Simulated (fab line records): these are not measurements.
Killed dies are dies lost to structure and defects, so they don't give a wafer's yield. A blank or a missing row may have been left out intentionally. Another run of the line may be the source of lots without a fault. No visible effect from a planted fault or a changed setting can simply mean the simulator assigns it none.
2 desks, one fault :: flow sky130 :: each desk has only its own numbers; what lay behind them comes last

## AT THE TOOL OWNER'S DESK: pvd-sputter-03
The tool's own readings at SKY_METAL2_SPUTTER_02 (material AlCu, target thk 250 nm, time 13.79 s): means of the sampled wafers that have a number, for each lot that ran on this tool. A lot is out of limits, marked OUT, if its mean lies more than 4 standard deviations from the usual mean; the brackets give that distance.
Columns: A = throttle-valve-pct at SKY_METAL2_SPUTTER_02, usual 30.1 %
lot: L623
first seen here: day 36 14:29
A: 29.3

lot: L625
first seen here: day 37 03:10
A: 29.2

lot: L627
first seen here: day 37 18:05
A: 29.5

lot: L629
first seen here: day 38 02:37
A: 29.4

lot: L637
first seen here: day 40 12:35
A: 29.6

lot: L639
first seen here: day 41 04:56
A: 29.7
This desk found nothing out of limits on any of the 6 lots.

## AT THE METROLOGY DESK
What the gauges read, lot by lot, whatever tool the lot ran on: means of the sampled wafers that have a number. A lot is out of limits, marked OUT, if its mean lies more than 4 standard deviations from the usual mean; the brackets give that distance.
Columns: A = cd-nm at SKY_METAL1_CD_MEAS_15, usual 140.1 nm; B = METAL2_ALCU_RS at SKY_METAL2_RS_MEAS_05, usual 0.1220 ohm/sq; C = METAL2_ALCU_THK at SKY_METAL2_THK_MEAS_06, usual 261.2 nm
lot: L620
first seen here: day 35 01:30
A: 137.8
B: 0.1218
C: 263.7

lot: L623
first seen here: day 35 08:36
A: 137.1
B: 0.1216
C: 262.0

lot: L625
first seen here: day 35 22:42
A: 141.9
B: 0.1397 (+15) OUT
C: 228.9 (-13) OUT

lot: L626
first seen here: day 36 08:52
A: 137.6
B: 0.1221
C: 260.4

lot: L627
first seen here: day 36 13:27
A: 140.2
B: 0.1393 (+14) OUT
C: 228.1 (-13) OUT

lot: L629
first seen here: day 36 21:37
A: 139.7
B: 0.1398 (+15) OUT
C: 229.2 (-13) OUT

lot: L633
first seen here: day 38 06:59
A: 140.4
B: 0.1201
C: 264.2

lot: L635
first seen here: day 38 21:22
A: 140.6
B: 0.1217
C: 262.0

lot: L637
first seen here: day 39 08:45
A: 141.0
B: 0.1228
C: 260.9

lot: L638
first seen here: day 39 20:43
A: 141.9
B: 0.1217
C: 262.4

lot: L639
first seen here: day 40 01:33
A: 141.8
B: 0.1205
C: 263.1
This desk reports L625, L627, L629 out of limits; the earliest was L625 at day 37 03:16 (METAL2_ALCU_RS at SKY_METAL2_RS_MEAS_05). L620, L623, L626, L633, L635, L637, L638, L639 stayed within limits.

## TAKEN TOGETHER
At day 37 03:16 the metrology desk could have sounded an alarm, on L625, L627, L629.
The tool owner's desk saw nothing out of limits.
The tool owner's desk has L625, L627, L629 on record, within its limits.
SKY_METAL2_SPUTTER_02 was run on pvd-sputter-03 by each of the lots named.

## WHAT HAD BEEN PUT IN BY THE SIMULATOR
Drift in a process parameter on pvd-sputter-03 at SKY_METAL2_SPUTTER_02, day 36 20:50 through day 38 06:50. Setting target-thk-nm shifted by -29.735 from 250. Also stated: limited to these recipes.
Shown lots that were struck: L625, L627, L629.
Hours from the fault's start to each desk's first reading out of limits: the metrology desk, 6.
